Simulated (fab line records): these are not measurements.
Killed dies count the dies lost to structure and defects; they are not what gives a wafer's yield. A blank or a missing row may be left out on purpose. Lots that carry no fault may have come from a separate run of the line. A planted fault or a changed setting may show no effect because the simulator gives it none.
Commonality check across tools | flow gf180mcu | 39 wafers sampled across 13 lots

== THE REASON FOR OPENING IT ==
GF_VT_IMPLANT_TW_MEAS_10, reading VT_IMPLANT_TW: flagged on 1 of 13 lots. Wafers without a fault read 565, standard deviation 5.1.
Rule: flag the lot when none of its wafers has a number, or when each of its wafers that has one lies beyond 4 standard deviations from that mean. The rest of the lots are taken to be sound.

lot  | measured     | on            | VT_IMPLANT_TW, wafer by wafer | flag
L633 | day 5 14:48  | film metro-02 | 570 574 574                   |
L634 | day 5 18:54  | film metro-01 | 571 565 571                   |
L635 | day 6 02:57  | film metro-02 | 574 567 568                   |
L637 | day 6 13:10  | film metro-02 | 567 566 569                   |
L638 | day 6 20:44  | film metro-03 | 559 563 560                   |
L639 | day 7 01:55  | film metro-01 | 564 561 569                   |
L640 | day 7 11:47  | film metro-03 | 560 555 560                   |
L642 | day 7 22:53  | film metro-01 | 30 30 30                      | FLAGGED
L651 | day 10 08:37 | film metro-02 | 568 569 566                   |
L652 | day 10 13:51 | film metro-02 | 569 569 570                   |
L653 | day 10 21:04 | film metro-01 | 566 568 565                   |
L654 | day 11 02:53 | film metro-02 | 572 573 571                   |
L655 | day 11 05:38 | film metro-03 | 556 557 558                   |
The numbers of the flagged lots are 30 on average: -535 against the usual, or -99 or more standard deviations.

== WHICH TOOL RAN EACH LOT ==
The record keeps 1 process step preceding the reading, out of 602 steps on the route. Each cell gives the tool, then ch followed by the chambers the sampled wafers passed through, then the start.
lot  | flag    | GF_VT_IMPLANT_EXPOSE_04
L633 |         | iline stepper-02 ch 0, day 5 07:40
L634 |         | iline stepper-01 ch 0, day 5 12:17
L635 |         | iline stepper-02 ch 0, day 5 18:47
L637 |         | iline stepper-01 ch 0, day 6 06:16
L638 |         | iline stepper-01 ch 0, day 6 12:52
L639 |         | iline stepper-02 ch 0, day 6 17:44
L640 |         | iline stepper-02 ch 0, day 7 03:28
L642 | FLAGGED | iline stepper-02 ch 0, day 7 14:52
L651 |         | iline stepper-01 ch 0, day 9 23:30
L652 |         | iline stepper-01 ch 0, day 10 04:44
L653 |         | iline stepper-02 ch 0, day 10 12:17
L654 |         | iline stepper-01 ch 0, day 10 17:47
L655 |         | iline stepper-02 ch 0, day 10 20:45
What these steps do:
- GF_VT_IMPLANT_EXPOSE_04: exposes mask LVPWELL LV AREA, target cd 600 nm.
- GF_VT_IMPLANT_TW_MEAS_10

== FLAGGED AGAINST TOTAL, ONE TOOL AT A TIME (gauges that did the reading follow at the end) ==
step                     | tool             | lots run | flagged | share of the flagged lots | sound lots run after its first flagged lot
GF_VT_IMPLANT_EXPOSE_04  | iline stepper-01 | 6        | 0       | none                      | -
GF_VT_IMPLANT_EXPOSE_04  | iline stepper-02 | 7        | 1       | all                       | 2 (L653,L655)
GF_VT_IMPLANT_TW_MEAS_10 | film metro-01    | 4        | 1       | all                       | 1 (L653)
GF_VT_IMPLANT_TW_MEAS_10 | film metro-02    | 6        | 0       | none                      | -
GF_VT_IMPLANT_TW_MEAS_10 | film metro-03    | 3        | 0       | none                      | -

== THE TABLE: WHAT IT ALLOWS ==
Rows of the table that ran all the flagged lots, 2 in number: iline stepper-02 at GF_VT_IMPLANT_EXPOSE_04; film metro-01 at GF_VT_IMPLANT_TW_MEAS_10.
- iline stepper-02 at GF_VT_IMPLANT_EXPOSE_04: 1 of its 7 lots flagged. Sound lots ran on it after the first flagged one (L653, L655), which a lasting fault on the whole tool wouldn't allow.
- film metro-01 at GF_VT_IMPLANT_TW_MEAS_10: 1 of its 4 lots flagged. Sound lots ran on it after the first flagged one (L653), which a lasting fault on the whole tool wouldn't allow.
Not one row of the table ran every flagged lot while running no sound lot after the first.

== WHAT THE SIMULATOR PUT IN ==
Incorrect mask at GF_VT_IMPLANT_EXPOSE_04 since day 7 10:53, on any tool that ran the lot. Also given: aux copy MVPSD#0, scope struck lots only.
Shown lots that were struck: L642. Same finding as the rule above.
